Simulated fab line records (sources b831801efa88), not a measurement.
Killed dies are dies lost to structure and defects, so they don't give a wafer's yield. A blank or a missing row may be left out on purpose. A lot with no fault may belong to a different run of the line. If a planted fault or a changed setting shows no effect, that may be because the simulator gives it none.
fab line records | flow sky130
[record] lots = 6 wafers = 18 last-day = 50
route steps=708 shown LDD_N@249 LDD_P@255 PAD_OPEN@708
lots with no fault: from the same line, run without faults
start-h: start of the lot's first displayed wafer, in hours after the record's first day | wait-h: hours from the lot's prior step to this one | " as in the row above | L1.1+2: several wafers, shown together as one row | - no value, or no start given | * or withheld: withheld | < > ~ a bound
route shown NAME@n: names a module that has steps shown in the file, with the first one's number in the route | usual: average and standard deviation across the fault-free wafers | same: alike in all rows | chamber/n: place in a boat | sites: per-site readings | _std_site: the values' standard deviation | _edge_site: the outer-site mean with the inner-site mean subtracted | radius-mm: for every site, how far away it sits from the centre of the wafer | mask NAME#n: copy n | behind: the last tool/chamber to shape the wafer | hold: the reason the lot was held/the length of the hold in hours/how it ended | device: which transistor (n, p or np) failed to switch | end of line: the tests these same wafers got at the end of their route | for a step that has no rows: nothing shown but its recipe | killed: at the first sort, the dies lost to defects and structure; wafer yield is something else | map: a wafer's dies, marking killed ones x, the rest . and places with no die _
set.NAME: the setting the step ran with; set.NAME@STEP: the setting that earlier step ran with | model.NAME: the simulator's own value behind a step, which no gauge read
certain route steps with their lots: each step a table, each wafer a row
services: from which hour (start-h, from the record's first day; less than 0 if before it) a tool's chamber was out of use, for how many hours, and why
[[steps]]
[step SKY_LDD_N_IMPLANT_12]
[recipe] species = BF2 energy-kev = 50 dose-cm2 = 5e+12 tilt-deg = 30 rotation-deg = 0
[step SKY_LDD_N_IMPLANT_13]
[recipe] species = BF2 energy-kev = 50 dose-cm2 = 5e+12 tilt-deg = 30 rotation-deg = 90
[step SKY_LDD_N_IMPLANT_14]
[recipe] species = BF2 energy-kev = 50 dose-cm2 = 5e+12 tilt-deg = 30 rotation-deg = 180
[step SKY_LDD_N_IMPLANT_15]
[recipe] species = BF2 energy-kev = 50 dose-cm2 = 5e+12 tilt-deg = 30 rotation-deg = 270
[step SKY_LDD_N_STRIP_16]
[recipe] chemistry = O2/N2 power-w = 1400 pressure-mtorr = 1500 platen-temp-c = withheld o2-flow-sccm = 3000 n2-flow-sccm = 300 overash-fraction = 0.4822
[usual] drypump-motor-current-A = 5.7/0.32 oes-product-au = 0.407/0.005 strip-time-to-endpoint-s = 4.317/0.013
[same] overash-fraction = 0.4822
// columns lot.wafer tool chamber start-h wait-h drypump-motor-current-A oes-product-au rf-hours-counter-h strip-time-to-endpoint-s
L618.1 plasma-asher-02 1 415.37 0.1 5.4 0.408 72 4.335
L618.3 " 1 " " 5.4 0.407 - 4.349
L618.6 " 1 " " 5.4 0.410 - 4.324
L619.1 plasma-asher-04 0 423.12 0.1 5.7 0.410 73 4.312
L619.2 " 1 " " 6.1 0.404 73 4.318
L619.3 " 1 " " 6.1 0.414 - 4.306
L620.2 plasma-asher-03 0 438.12 0.1 5.9 0.400 28 4.319
L620.4 " 0 " " 5.9 0.408 - 4.324
L620.5 " 0 " " 5.9 0.407 - 4.328
L632.2 plasma-asher-02 1 545.62 0.1 5.4 0.410 10 4.312
L632.3 " 0 " " 5.3 0.404 - 4.318
L632.4 " 1 " " 5.4 0.417 - 4.313
L636.1 plasma-asher-04 1 580.92 0.1 6.1 0.406 91 4.326
L636.4 " 1 " " 6.1 0.407 - 4.308
L636.6 " 1 " " 6.1 0.406 - 4.308
L639.1 plasma-asher-03 1 601.57 0.1 5.2 0.405 43 4.315
L639.4 " 1 " " 5.3 0.399 - 4.301
L639.5 " 0 " " 5.9 0.404 - 4.305
[step SKY_LDD_N_TW_MEAS_17]
[usual] LDD_N_TW = 2586/26
// columns lot.wafer tool chamber start-h wait-h LDD_N_TW
L618.1 film-metro-01 - 415.47 0.1 2622
L618.3 " - " " 2613
L618.6 " - " " 2624
L619.1 film-metro-01 - 423.22 0.1 2617
L619.2 " - " " 2616
L619.3 " - " " 2613
L620.2 film-metro-03 - 438.23 0.1 2551
L620.4 " - " " 2546
L620.5 " - " " 2539
L632.2 film-metro-01 - 545.73 0.1 2605
L632.3 " - " " 2606
L632.4 " - " " 2606
L636.1 film-metro-02 - 581.02 0.1 2573
L636.4 " - " " 2577
L636.6 " - " " 2574
L639.1 film-metro-01 - 601.67 0.1 2608
L639.4 " - " " 2596
L639.5 " - " " 2605
[step SKY_LDD_P_DEHYDRATE_00]
[recipe] temp-c = 200 time-s = 60
[step SKY_LDD_P_HMDS_01]
[recipe] prime-time-s = 60 prime-temp-c = 120
[step SKY_LDD_P_COAT_02]
[recipe] resist = NOVOLAK spin-rpm = 3000 resist-thk-nm = 1140
[step SKY_LDD_P_SOFTBAKE_03]
[recipe] temp-c = 90 time-s = 60 resist = NOVOLAK
[step SKY_LDD_P_EXPOSE_04]
[recipe] mask-id = PSDM na = 0.6 source-shape = conventional sigma-outer = 0.6 polarization = unpolarized target-cd-nm = 380 dose-mj = 138
[step SKY_LDD_P_PEB_05]
[recipe] temp-c = withheld time-s = * resist = NOVOLAK
[step SKY_LDD_P_DEVELOP_06]
[recipe] resist = NOVOLAK developer = TMAH develop-time-s = 60 dev-temp-c = 23
// columns lot.wafer tool chamber start-h wait-h
L618.1+3+6 litho-track-01 0 445.87 0.1
L619.1+2+3 litho-track-02 0 454.03 0.1
L620.2+4+5 litho-track-01 0 468.60 0.1
L632.2+3+4 litho-track-01 0 575.65 0.1
L636.1+4+6 litho-track-04 0 610.20 0.1
L639.1+4+5 litho-track-02 0 630.83 0.1
[step SKY_LDD_P_CD_MEAS_07]
[recipe] target-cd-nm = 380
[usual] cd-nm = 379.8/2.5
// columns lot.wafer tool chamber start-h wait-h cd-nm
L618.1 cd-sem-02 - 446.02 0.1 418.2
L618.3 " - " " 420.6
L618.6 " - " " 418.7
L619.1 cd-sem-02 - 454.18 0.1 379.2
L619.2 " - " " 378.4
L619.3 " - " " 378.3
L620.2 cd-sem-01 - 468.74 0.1 413.4
L620.4 " - " " 413.8
L620.5 " - " " 414.8
L632.2 cd-sem-02 - 575.79 0.1 379.0
L632.3 " - " " 380.0
L632.4 " - " " 376.0
L636.1 cd-sem-02 - 610.35 0.1 382.3
L636.4 " - " " 380.6
L636.6 " - " " 380.8
L639.1 cd-sem-02 - 630.98 0.1 381.7
L639.4 " - " " 378.8
L639.5 " - " " 379.2
[step SKY_LDD_P_OVL_MEAS_08]
[usual] LDD_P_OVL = -1.9/1.4
// columns lot.wafer tool chamber start-h wait-h LDD_P_OVL[nm]
L618.1 overlay-01 - 446.14 0.1 -0.8
L618.3 " - " " -2.0
L618.6 " - " " -1.8
L619.1 overlay-01 - 454.30 0.1 -2.4
L619.2 " - " " -4.4
L619.3 " - " " -2.3
L620.2 overlay-01 - 468.85 0.1 -1.8
L620.4 " - " " -2.1
L620.5 " - " " -0.5
L632.2 overlay-01 - 575.90 0.1 -0.2
L632.3 " - " " -1.4
L632.4 " - " " -2.2
L636.1 overlay-02 - 610.47 0.1 -0.9
L636.4 " - " " -2.2
L636.6 " - " " -2.6
L639.1 overlay-02 - 631.10 0.1 -2.2
L639.4 " - " " -4.1
L639.5 " - " " -3.6
[step SKY_PAD_OPEN_PROBE_99]
[usual] killed_at_M0_to_M3 = 43/6.3 killed_at_M4_up = 3.1/1.9 killed-at-contacts = 24/5.1 killed-at-front-end = 14/4.3 killed-at-other = 0.3/0.53 killed-dies = 85/8.8 killed-open = 46/7.1 killed-short = 38/5.9
[same] gross-dies = 492 killed-at-back-side = 0
// columns lot.wafer tool chamber start-h wait-h killed_at_M0_to_M3 killed_at_M4_up killed-at-contacts killed-at-front-end killed-at-other killed-dies killed-open killed-short
L618.1 prober-01 - 1082.77 0.1 49 8 25 9 0 91 59 32
L618.3 prober-01 - 1082.87 0.2 32 5 21 16 0 74 41 33
L618.6 prober-01 - 1083.02 0.2 42 4 22 5 0 73 44 29
L619.1 prober-02 - 1087.55 0.1 50 2 29 23 1 105 63 41
L619.2 prober-02 - 1087.60 0.1 56 1 25 12 0 94 47 47
L619.3 prober-02 - 1087.65 0.2 39 4 27 21 1 92 50 41
L620.2 prober-01 - 1100.73 0.1 49 8 25 13 2 97 59 38
L620.4 prober-01 - 1100.83 0.2 52 3 30 12 0 97 54 43
L620.5 prober-01 - 1100.88 0.2 57 4 25 10 0 96 56 40
L632.2 prober-01 - 1167.22 0.1 44 2 21 13 0 80 42 38
L632.3 prober-01 - 1167.27 0.2 48 1 23 11 1 84 52 32
L632.4 prober-01 - 1167.32 0.2 50 3 25 9 0 87 48 39
L636.1 prober-01 - 1186.40 0.1 36 5 26 19 0 86 47 39
L636.4 prober-01 - 1186.55 0.2 33 1 35 17 0 86 53 32
L636.6 prober-01 - 1186.65 0.2 33 2 20 16 0 71 38 33
L639.1 prober-01 - 1198.62 0.1 41 3 27 13 0 84 53 31
L639.4 prober-01 - 1198.77 0.2 42 5 20 22 0 89 49 40
L639.5 prober-01 - 1198.82 0.2 50 4 16 20 0 90 46 44
// killed by level:class
L618.1 CONTACT:geometric-particle:open=14 VIA1:geometric-particle:open=12 VIA3:geometric-particle:open=8 VIA2:geometric-particle:open=7 METAL4:geometric-particle:short=6 LI_CONTACT:geometric-particle:open=5 VIA2:geometric-particle:short=5 VIA1:geometric-particle:short=4
L618.3 CONTACT:geometric-particle:open=9 VIA1:geometric-particle:open=8 FIELD_ISO:geometric-particle:open=7 VIA3:geometric-particle:open=5 VIA3:geometric-particle:short=5 METAL2:geometric-particle:short=4 LI_CONTACT:geometric-particle:short=4 POLY_GATE:geometric-particle:open=3
L618.6 VIA1:geometric-particle:open=14 CONTACT:geometric-particle:open=9 VIA3:geometric-particle:open=7 LI_CONTACT:geometric-particle:open=6 VIA2:geometric-particle:open=4 CONTACT:geometric-particle:short=4 VIA1:geometric-particle:short=4 METAL2:geometric-particle:short=4
L619.1 VIA3:geometric-particle:open=12 LI_CONTACT:geometric-particle:open=9 VIA2:geometric-particle:open=9 CONTACT:geometric-particle:open=8 METAL2:geometric-particle:short=8 POLY_GATE:geometric-particle:short=7 POLY_GATE:geometric-particle:open=7 LOCAL_INTERCONNECT:geometric-particle:short=5
L619.2 VIA3:geometric-particle:open=11 VIA1:geometric-particle:open=11 METAL2:geometric-particle:short=10 CONTACT:geometric-particle:short=8 CONTACT:geometric-particle:open=8 VIA1:geometric-particle:short=5 FIELD_ISO:geometric-particle:short=4 LI_CONTACT:geometric-particle:open=4
L619.3 VIA1:geometric-particle:open=9 FIELD_ISO:geometric-particle:short=8 LI_CONTACT:geometric-particle:open=8 CONTACT:geometric-particle:open=8 VIA2:geometric-particle:open=6 VIA3:geometric-particle:open=6 CONTACT:geometric-particle:short=5 POLY_GATE:geometric-particle:short=4
L620.2 CONTACT:geometric-particle:open=13 VIA2:geometric-particle:open=11 VIA1:geometric-particle:open=9 LI_CONTACT:geometric-particle:open=8 VIA1:geometric-particle:short=6 METAL4:geometric-particle:short=5 METAL2:geometric-particle:short=5 FIELD_ISO:geometric-particle:short=4
L620.4 VIA3:geometric-particle:open=14 CONTACT:geometric-particle:open=9 LOCAL_INTERCONNECT:geometric-particle:short=8 METAL1:geometric-particle:short=8 VIA1:geometric-particle:open=7 VIA2:geometric-particle:open=7 LI_CONTACT:geometric-particle:open=6 METAL2:geometric-particle:short=5
L620.5 VIA1:geometric-particle:open=14 CONTACT:geometric-particle:open=12 VIA3:geometric-particle:open=10 VIA2:geometric-particle:open=7 METAL1:geometric-particle:short=7 VIA1:geometric-particle:short=7 LOCAL_INTERCONNECT:geometric-particle:short=5 METAL2:geometric-particle:short=5
L632.2 METAL1:geometric-particle:short=7 FIELD_ISO:geometric-particle:open=6 CONTACT:geometric-particle:open=6 VIA1:geometric-particle:open=6 VIA2:geometric-particle:open=6 VIA3:geometric-particle:short=5 METAL2:geometric-particle:short=4 LI_CONTACT:geometric-particle:open=4
L632.3 LI_CONTACT:geometric-particle:open=10 VIA2:geometric-particle:open=10 CONTACT:geometric-particle:open=8 VIA1:geometric-particle:open=8 METAL1:geometric-particle:short=6 VIA3:geometric-particle:open=5 METAL2:geometric-particle:short=4 VIA2:geometric-particle:short=4
L632.4 VIA1:geometric-particle:open=12 LI_CONTACT:geometric-particle:open=10 CONTACT:geometric-particle:open=10 METAL1:geometric-particle:short=7 VIA3:geometric-particle:short=6 VIA2:geometric-particle:open=5 FIELD_ISO:geometric-particle:open=4 VIA1:geometric-particle:short=4
L636.1 CONTACT:geometric-particle:open=10 VIA1:geometric-particle:open=9 FIELD_ISO:geometric-particle:short=6 FIELD_ISO:geometric-particle:open=6 CONTACT:geometric-particle:short=6 VIA3:geometric-particle:open=6 METAL1:geometric-particle:short=5 METAL2:geometric-particle:short=5
L636.4 CONTACT:geometric-particle:open=12 CONTACT:geometric-particle:short=8 VIA1:geometric-particle:open=8 POLY_GATE:geometric-particle:open=7 FIELD_ISO:geometric-particle:open=6 LI_CONTACT:geometric-particle:short=5 VIA3:geometric-particle:open=5 LI_CONTACT:geometric-particle:open=4
L636.6 CONTACT:geometric-particle:open=6 VIA1:geometric-particle:open=6 VIA3:geometric-particle:open=5 FIELD_ISO:geometric-particle:open=4 POLY_GATE:geometric-particle:open=4 POLY_GATE:geometric-particle:short=4 LI_CONTACT:geometric-particle:open=4 LI_CONTACT:geometric-particle:short=4
L639.1 CONTACT:geometric-particle:open=11 VIA1:geometric-particle:open=11 LI_CONTACT:geometric-particle:open=8 VIA2:geometric-particle:open=8 VIA3:geometric-particle:open=7 FIELD_ISO:geometric-particle:open=4 FIELD_ISO:geometric-particle:short=4 CONTACT:geometric-particle:short=4
L639.4 VIA1:geometric-particle:open=11 LI_CONTACT:geometric-particle:open=10 FIELD_ISO:geometric-particle:short=7 VIA1:geometric-particle:short=6 FIELD_ISO:geometric-particle:open=5 POLY_GATE:geometric-particle:open=5 CONTACT:geometric-particle:open=4 METAL1:geometric-particle:short=4
L639.5 VIA1:geometric-particle:open=10 FIELD_ISO:geometric-particle:open=9 VIA3:geometric-particle:open=9 CONTACT:geometric-particle:open=6 VIA3:geometric-particle:short=5 FIELD_ISO:geometric-particle:short=5 VIA2:geometric-particle:open=5 VIA2:geometric-particle:short=5
[[services]]
// columns tool chamber start-h hours kind
plasma-asher-03 - 413.36 0.8 repair
plasma-asher-02 - 421.25 9.0 pm
plasma-asher-02 0 421.25 9.0 vent-cycle
plasma-asher-02 1 421.25 9.0 vent-cycle
plasma-asher-02 0 430.25 - clean
plasma-asher-02 1 430.25 - clean
plasma-asher-02 - 473.37 13.3 repair
plasma-asher-03 - 507.42 0.3 repair
plasma-asher-03 - 513.41 12.9 pm
plasma-asher-03 - 557.55 2.8 pm
plasma-asher-03 - 572.22 1.7 repair
[[key]]
[first-sign] step = SKY_LDD_P_CD_MEAS_07 reading = cd-nm direction = up sigmas = 15 usual = 379.8 struck = 416.6 through = control-loop
effect none on later readings
met-at SKY_LDD_P_DEVELOP_06
struck-wafers L618.1,L618.3,L618.6,L620.2,L620.4,L620.5
tester-left-out L618,L620
[loop-trim] step = SKY_LDD_P_EXPOSE_04 setting = dose lots = L620
[fault] kind = process-parameter-drift tool = litho-track-01 chamber = - onset-h = 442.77 steps = SKY_LDD_P_DEVELOP_06 channel = develop-time-s offset = * shape = step end-h = 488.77 acts-in = * stated = *
// tester-left-out: of these lots the tester's yield and bins aren't shown, on N5 and GAA mostly nor the transistor test; their killed dies are dies lost to structure and defects alone, not to doping, threshold or leakage, so they don't give the yield
// loop-trim: a control loop set the setting to another value than it would have without faults
